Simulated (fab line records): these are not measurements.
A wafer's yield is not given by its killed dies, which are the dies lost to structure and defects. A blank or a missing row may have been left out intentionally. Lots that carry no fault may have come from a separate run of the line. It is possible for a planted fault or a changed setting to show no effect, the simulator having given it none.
fab line records	flow sfqLine
record: lots: 16	wafers: 48	lastDay: 83
route steps=325 shown M2@89 I2@106 I3@144
lots untouched by any fault: they come from a run of this same line in which no faults occurred
startH: hours from the record's first day to the start of the lot's first wafer shown	waitH: how many hours have passed since the lot's step before this one	" repeats the value in the row above	L1.1+2: a single row standing in for several wafers	- either no value or no given start	* or withheld: withheld	< > ~ a bound
route shown NAME@n: a module of which the file shows steps, and the number in the route of the first	usual: mean and standard deviation over wafers with no fault	same: alike in all rows	chamber/n: place in a boat	sites: per-site readings	_std_site: their standard deviation	_edge_site: the outer-site mean with the inner-site mean subtracted	radiusMm: how far each site lies from the wafer's centre	mask NAME#n: copy n	behind: the tool/chamber that last shaped the wafer	hold: cause of the lot's hold/its duration in hours/its outcome	device: the transistor (n, p or np) that didn't switch	end of line: tests of these same wafers at the route's end	for a step that has no rows: nothing shown but its recipe	killed: dies lost to structure and defects at the first sort, not the wafer's yield	map: the dies of a wafer, with x for killed, . for not killed, _ for no die there
set.NAME: the run value of the setting; set.NAME@STEP: its run value at that earlier step	model.NAME: the simulator's own value behind a step, which no gauge read
one table for each step of the route and one row for each wafer, over a sample of lots
services: the hour from which a tool's chamber was out of use, counted from the record's first day as startH (under 0 if before that day), plus the number of hours and why
== steps ==
step: SFQ_TRILAYER_M2_DEP_SPUTTER_055
recipe: material: Nb	basePressurePa: 1.33e-06	chamberPressurePa: 0.1333	substrateTempC: 20	resputterCathodeVoltageV: 400	targetThkNm: 200	powerW: 2000	timeS: 133.3
usual: throttleValvePct: 30.3/1.2
lot.wafer	tool	chamber	startH	waitH	throttleValvePct
L565.1	pvdSputter-06	-	681.47	0.0	30.4
L565.3	"	-	"	"	30.3
L565.4	"	-	"	"	32.7
L566.1	pvdSputter-05	-	713.56	0.0	29.7
L566.4	"	-	"	"	30.0
L566.5	"	-	"	"	30.0
L567.1	pvdSputter-06	-	732.77	0.0	32.6
L567.5	"	-	"	"	32.6
L567.6	"	-	"	"	29.6
L569.3	pvdSputter-05	-	747.51	0.0	30.2
L569.4	"	-	"	"	30.8
L569.6	"	-	"	"	29.8
L570.1	pvdSputter-06	-	753.26	0.0	30.4
L570.2	"	-	"	"	30.4
L570.4	"	-	"	"	32.4
L571.1	pvdSputter-04	-	771.28	0.0	28.6
L571.2	"	-	"	"	29.3
L571.5	"	-	"	"	28.7
L572.1	pvdSputter-05	-	772.46	0.0	31.4
L572.3	"	-	"	"	29.9
L572.6	"	-	"	"	30.5
L573.2	pvdSputter-04	-	777.86	0.0	28.7
L573.3	"	-	"	"	28.5
L573.4	"	-	"	"	28.4
L574.2	pvdSputter-06	-	782.66	0.0	30.3
L574.5	"	-	"	"	29.4
L574.6	"	-	"	"	32.6
L575.2	pvdSputter-05	-	783.28	0.0	29.8
L575.4	"	-	"	"	29.7
L575.5	"	-	"	"	30.6
L576.3	pvdSputter-05	-	790.46	0.0	31.0
L576.4	"	-	"	"	30.0
L576.6	"	-	"	"	31.3
L577.2	pvdSputter-06	-	791.66	0.0	30.2
L577.5	"	-	"	"	29.9
L577.6	"	-	"	"	30.6
L578.1	pvdSputter-04	-	798.86	0.0	28.8
L578.2	"	-	"	"	32.5
L578.5	"	-	"	"	32.2
L579.1	pvdSputter-06	-	800.08	0.0	29.6
L579.3	"	-	"	"	30.4
L579.4	"	-	"	"	30.7
L580.2	pvdSputter-05	-	804.86	0.0	31.2
L580.4	"	-	"	"	29.7
L580.6	"	-	"	"	29.9
L581.1	pvdSputter-05	-	810.86	0.0	31.2
L581.2	"	-	"	"	30.1
L581.6	"	-	"	"	31.1
step: SFQ_TRILAYER_I2_METRO_MEASURE_065
usual: thkNm: 199.5/1.3
lot.wafer	tool	chamber	startH	waitH	thkNm
L565.1	filmMetro-01	-	841.05	0.1	200.5
L565.3	"	-	"	"	199.0
L565.4	"	-	"	"	200.1
L566.1	filmMetro-04	-	868.05	0.1	199.4
L566.4	"	-	"	"	199.0
L566.5	"	-	"	"	197.6
L567.1	filmMetro-04	-	896.65	0.1	200.3
L567.5	"	-	"	"	200.2
L567.6	"	-	"	"	199.6
L569.3	filmMetro-03	-	907.45	0.5	200.2
L569.4	"	-	"	"	199.1
L569.6	"	-	"	"	197.8
L570.1	filmMetro-03	-	910.05	0.1	197.4
L570.2	"	-	"	"	199.4
L570.4	"	-	"	"	198.7
L571.1	filmMetro-04	-	920.65	0.1	200.8
L571.2	"	-	"	"	200.1
L571.5	"	-	"	"	198.5
L572.1	filmMetro-04	-	923.65	0.1	200.0
L572.3	"	-	"	"	200.1
L572.6	"	-	"	"	201.7
L573.2	filmMetro-01	-	926.85	0.3	199.8
L573.3	"	-	"	"	201.6
L573.4	"	-	"	"	200.7
L574.2	filmMetro-01	-	936.12	0.3	199.5
L574.5	"	-	"	"	197.7
L574.6	"	-	"	"	196.5
L575.2	filmMetro-04	-	939.09	0.3	200.8
L575.4	"	-	"	"	198.3
L575.5	"	-	"	"	198.8
L576.3	filmMetro-01	-	945.32	0.5	197.8
L576.4	"	-	"	"	199.3
L576.6	"	-	"	"	198.9
L578.1	filmMetro-01	-	947.92	0.1	198.6
L578.2	"	-	"	"	199.5
L578.5	"	-	"	"	200.9
L577.2	filmMetro-03	-	948.09	0.3	199.3
L577.5	"	-	"	"	202.1
L577.6	"	-	"	"	200.9
L579.1	filmMetro-01	-	950.89	0.1	200.6
L579.3	"	-	"	"	199.8
L579.4	"	-	"	"	197.5
L580.2	filmMetro-03	-	954.09	0.3	200.0
L580.4	"	-	"	"	198.4
L580.6	"	-	"	"	199.3
L581.1	filmMetro-04	-	956.92	0.1	197.7
L581.2	"	-	"	"	200.9
L581.6	"	-	"	"	199.5
step: SFQ_I2_OVL_MEAS_918
usual: I2_OVL: -3/5.9
lot.wafer	tool	chamber	startH	waitH	I2_OVL[nm]
L565.1	overlay-01	-	856.22	0.1	4
L565.3	"	-	"	"	0
L565.4	"	-	"	"	7
L566.1	overlay-02	-	874.62	0.1	0
L566.4	"	-	"	"	2
L566.5	"	-	"	"	0
L567.1	overlay-02	-	1033.55	0.1	0
L567.5	"	-	"	"	-8
L567.6	"	-	"	"	-1
L569.3	overlay-01	-	1043.28	0.1	0
L569.4	"	-	"	"	-1
L569.6	"	-	"	"	-2
L570.1	overlay-02	-	1045.67	0.1	-4
L570.2	"	-	"	"	-4
L570.4	"	-	"	"	4
L571.1	overlay-02	-	1054.07	0.1	-12
L571.2	"	-	"	"	-11
L571.5	"	-	"	"	-6
L572.1	overlay-02	-	1058.87	0.1	-4
L572.3	"	-	"	"	-7
L572.6	"	-	"	"	-7
L573.2	overlay-02	-	1061.28	0.1	-8
L573.3	"	-	"	"	-6
L573.4	"	-	"	"	-7
L574.2	overlay-02	-	1067.28	0.1	4
L574.5	"	-	"	"	4
L574.6	"	-	"	"	2
L575.2	overlay-02	-	1070.88	0.1	8
L575.4	"	-	"	"	6
L575.5	"	-	"	"	2
L576.3	overlay-02	-	1074.48	0.1	-17
L576.4	"	-	"	"	-6
L576.6	"	-	"	"	-10
L577.2	overlay-02	-	1079.28	0.1	-12
L577.5	"	-	"	"	-7
L577.6	"	-	"	"	-6
L578.1	overlay-01	-	1080.47	0.1	-2
L578.2	"	-	"	"	-3
L578.5	"	-	"	"	-1
L579.1	overlay-02	-	1082.87	0.1	-10
L579.3	"	-	"	"	-8
L579.4	"	-	"	"	-4
L580.2	overlay-01	-	1086.48	0.1	7
L580.4	"	-	"	"	6
L580.6	"	-	"	"	4
L581.1	overlay-01	-	1088.87	0.1	-4
L581.2	"	-	"	"	-8
L581.6	"	-	"	"	-8
step: SFQ_TRILAYER_I3_VIA_BARC_OPEN_VIA_ETCH_121
recipe: maskMaterial: PR	chemistry: O2	targetDepthNm: 125	target: BARC	sourceW: 500	biasW: 80	pressureMtorr: 30	timeS: 41.7
usual: drypumpMotorCurrentA: 6.0/0.52	oesProductAu: 0.686/0.0047	runLengthS: 69.8/0.4	timeS: 41.7/0
lot.wafer	tool	chamber	startH	waitH	drypumpMotorCurrentA	oesProductAu	rfHoursCounterH	runLengthS	timeS
L565.1	rieDiel-02	3	1030.11	0.0	6.3	0.688	7	70.3	41.7
L565.3	"	0	"	"	6.0	0.689	9	69.6	41.7
L565.4	"	1	"	"	5.0	0.689	12	69.8	41.7
L566.1	rieDiel-03	1	1031.31	0.0	6.2	0.692	12	70.1	41.7
L566.4	"	0	"	"	5.7	0.684	15	70.8	41.7
L566.5	"	2	"	"	6.4	0.673	-	70.0	41.7
L567.1	rieDiel-04	1	1153.89	0.0	6.6	0.683	0	69.7	41.7
L567.5	"	2	"	"	5.6	0.691	-	70.2	41.7
L567.6	"	1	"	"	6.7	0.684	-	69.8	41.7
L569.3	rieDiel-03	2	1162.29	0.0	6.3	0.679	10	70.0	41.7
L569.4	"	0	"	"	5.7	0.686	17	70.4	41.7
L569.6	"	0	"	"	5.7	0.683	-	70.3	41.7
L570.1	rieDiel-04	2	1164.69	0.0	5.6	0.688	14	69.7	41.7
L570.2	"	3	"	"	5.8	0.681	8	69.6	41.7
L570.4	"	0	"	"	5.1	0.685	12	69.1	41.7
L571.1	rieDiel-04	1	1170.69	0.0	6.7	0.686	1	69.4	41.7
L571.2	"	3	"	"	5.8	0.682	8	69.6	41.7
L571.5	"	0	"	"	5.0	0.680	-	69.1	41.7
L572.1	rieDiel-04	3	1175.49	0.0	5.8	0.687	8	70.1	41.7
L572.3	"	1	"	"	6.6	0.689	1	69.4	41.7
L572.6	"	0	"	"	5.1	0.685	-	69.1	41.7
L573.2	rieDiel-03	2	1193.04	0.0	6.3	0.686	11	69.7	41.7
L573.3	"	0	"	"	5.7	0.685	18	70.3	41.7
L573.4	"	2	"	"	6.3	0.681	-	69.7	41.7
L574.2	rieDiel-03	3	1195.44	0.0	6.3	0.687	11	70.3	41.7
L574.5	"	3	"	"	6.2	0.681	-	70.5	41.7
L574.6	"	0	"	"	5.8	0.687	-	71.0	41.7
L575.2	rieDiel-04	0	1196.64	0.0	5.1	0.685	13	69.0	41.7
L575.4	"	1	"	"	6.7	0.686	2	69.5	41.7
L575.5	"	1	"	"	6.6	0.685	-	69.5	41.7
L576.3	rieDiel-02	3	1202.64	0.0	6.3	0.695	10	70.3	41.7
L576.4	"	2	"	"	6.4	0.683	10	69.9	41.7
L576.6	"	1	"	"	5.0	0.682	-	69.5	41.7
L577.2	rieDiel-03	3	1205.04	0.0	6.2	0.686	12	70.1	41.7
L577.5	"	2	"	"	6.3	0.681	-	69.8	41.7
L577.6	"	3	"	"	6.2	0.679	-	70.2	41.7
L578.1	rieDiel-02	1	1206.24	0.0	5.0	0.820	15	59.8	29.19
L578.2	"	0	"	"	6.1	0.811	12	60.4	29.19
L578.5	"	0	"	"	6.1	0.815	-	60.2	29.19
L579.1	rieDiel-02	2	1217.26	0.0	6.4	0.815	10	60.5	29.19
L579.3	"	3	"	"	6.3	0.819	11	60.6	29.19
L579.4	"	0	"	"	6.1	0.829	12	59.8	29.19
L580.2	rieDiel-03	2	1223.26	0.0	6.3	0.823	12	60.1	29.19
L580.4	"	3	"	"	6.3	0.814	-	60.5	29.19
L580.6	"	2	"	"	6.3	0.820	-	60.2	29.19
L581.1	rieDiel-02	2	1228.06	0.0	6.4	0.817	10	60.1	29.19
L581.2	"	3	"	"	6.3	0.814	11	60.5	29.19
L581.6	"	3	"	"	6.3	0.811	-	60.4	29.19
== services ==
tool	chamber	startH	hours	kind
rieDiel-03	1	700.66	1.5	repair
filmMetro-01	-	701.65	1.5	pm
rieDiel-03	1	738.97	13.0	repair
filmMetro-01	-	742.46	11.6	pm
rieDiel-03	3	743.19	6.0	repair
filmMetro-01	-	754.09	0.3	pm
pvdSputter-06	-	764.70	2.1	repair
filmMetro-04	-	765.14	0.3	pm
rieDiel-03	2	795.70	7.8	repair
filmMetro-01	-	799.79	1.6	pm
filmMetro-01	-	810.34	1.2	pm
rieDiel-03	-	817.70	2.8	pm
pvdSputter-05	-	826.53	4.0	repair
rieDiel-03	1	831.79	3.7	repair
filmMetro-04	-	869.25	1.5	pm
rieDiel-03	0	877.21	1.6	repair
pvdSputter-05	-	893.11	3.8	repair
filmMetro-04	-	899.01	0.7	pm
filmMetro-04	-	903.17	1.9	pm
rieDiel-03	-	928.16	1.0	repair
pvdSputter-05	-	965.94	12.5	repair
filmMetro-01	-	968.17	4.6	repair
filmMetro-01	-	996.04	1.6	pm
filmMetro-04	-	1010.14	2.1	pm
== key ==
firstSign: step: SFQ_TRILAYER_I3_VIA_BARC_OPEN_VIA_ETCH_121	reading: timeS	direction: down	sigmas: 99+	usual: *	struck: *
effect: step: SFQ_TRILAYER_I3_VIA_BARC_OPEN_VIA_ETCH_121	reading: oesProductAu	direction: up	sigmas: 28	usual: 0.686	struck: 0.817
metAt SFQ_TRILAYER_I3_VIA_BARC_OPEN_VIA_ETCH_121
struckLots L578,L579,L580,L581
notActingAt SFQ_TRILAYER_M2_DEP_SPUTTER_055,SFQ_TRILAYER_I2_METRO_MEASURE_065,SFQ_I2_OVL_MEAS_918
onsetBetween 1205.04 1206.24
fault: kind: recipeVersionSkew	tool: rieDiel-02,rieDiel-03,rieDiel-04	chamber: -	onsetH: 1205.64	steps: SFQ_TRILAYER_I3_VIA_BARC_OPEN_VIA_ETCH_121	wrongRecipe.timeS: *
